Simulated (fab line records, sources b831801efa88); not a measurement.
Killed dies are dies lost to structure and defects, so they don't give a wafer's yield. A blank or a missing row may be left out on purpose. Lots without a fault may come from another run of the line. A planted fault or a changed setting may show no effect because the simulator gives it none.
Which tool did it? | flow gf180mcu | 12 lots, 36 wafers sampled, at 4 steps of a route of 602

WHAT THE GAUGES READ, wafer by wafer
GF_V4_THK_MEAS_03.
lot  | measured     | on            | V4_CVD_02_THK (nm)
L075 | day 23 22:41 | film_metro-03 | 835 854 861
L077 | day 24 10:16 | film_metro-01 | 844 845 856
L079 | day 25 22:41 | film_metro-04 | 844 854 866
L080 | day 26 11:23 | film_metro-03 | 847 847 860
L083 | day 26 17:01 | film_metro-01 | 853 857 856
L085 | day 27 11:18 | film_metro-04 | 855 866 870
L087 | day 27 22:31 | film_metro-03 | 844 842 863
L089 | day 28 16:32 | film_metro-04 | 846 859 857
L091 | day 29 05:27 | film_metro-01 | 852 841 860
L093 | day 29 16:34 | film_metro-03 | 845 844 863
L095 | day 30 09:55 | film_metro-03 | 830 839 851
L097 | day 30 18:20 | film_metro-01 | 836 852 845

WHICH TOOL RAN EACH LOT (tool, then ch and the chambers of the sampled wafers, then the start)
lot  | GF_V1_CVD_02                    | GF_M4_SPUTTER_00             | GF_M4_SPUTTER_04
L075 | pecvd-03 ch 0,2, day 17 14:51   | pvd_sputter-02, day 22 23:11 | pvd_sputter-02, day 22 23:22
L077 | pecvd-01 ch 0,1, day 18 03:28   | pvd_sputter-01, day 23 10:40 | pvd_sputter-01, day 23 10:51
L079 | pecvd-01 ch 0,1, day 19 01:50   | pvd_sputter-02, day 24 11:42 | pvd_sputter-02, day 24 11:53
L080 | pecvd-04 ch 0,1, day 20 02:30   | pvd_sputter-01, day 25 21:43 | pvd_sputter-01, day 25 21:54
L083 | pecvd-03 ch 0,1,2, day 20 07:29 | pvd_sputter-01, day 25 23:01 | pvd_sputter-01, day 25 23:12
L085 | pecvd-01 ch 0,1,2, day 21 07:58 | pvd_sputter-02, day 26 14:10 | pvd_sputter-02, day 26 14:20
L087 | pecvd-04 ch 0,2, day 22 02:29   | pvd_sputter-03, day 27 01:27 | pvd_sputter-03, day 27 01:38
L089 | pecvd-03 ch 0,1,2, day 22 17:40 | pvd_sputter-03, day 27 19:42 | pvd_sputter-03, day 27 19:53
L091 | pecvd-01 ch 0,1,2, day 23 09:01 | pvd_sputter-02, day 28 09:20 | pvd_sputter-02, day 28 09:31
L093 | pecvd-03 ch 0,2, day 24 03:01   | pvd_sputter-01, day 28 20:51 | pvd_sputter-01, day 28 21:02
L095 | pecvd-03 ch 1,2, day 24 18:35   | pvd_sputter-03, day 29 14:25 | pvd_sputter-03, day 29 14:35
L097 | pecvd-04 ch 0,1,2, day 25 20:59 | pvd_sputter-01, day 29 22:31 | pvd_sputter-01, day 29 22:43
- GF_V1_CVD_02: deposits SiO2 from TEOS, target thk 850 nm, time 94.851 s.
- GF_M4_SPUTTER_00: material Ti, target thk 37.5 nm, time 150 s.
- GF_M4_SPUTTER_04: material TiN, target thk 50 nm, time 41.7 s.

THE ANSWER, worked out from the rows above alone
Rule: what is usual is taken from the lots themselves. Put in order of their means at a reading, lots are off if they are a third of the lots or fewer, leave a main group of 4 or more, and stand apart from it by a gap of 3 or more times the standard deviation of the main group's means; of several such gaps the widest counts. A main group whose means are all the same, to the digits that the tables above print for the reading, isn't used. A lot without any number at a reading at which 4 lots or more have one is off too. The other lots that the step has rows for count as sound.
No lot is off at any reading shown: from this, nothing can be told.

WHAT THE SIMULATOR HAD PUT IN
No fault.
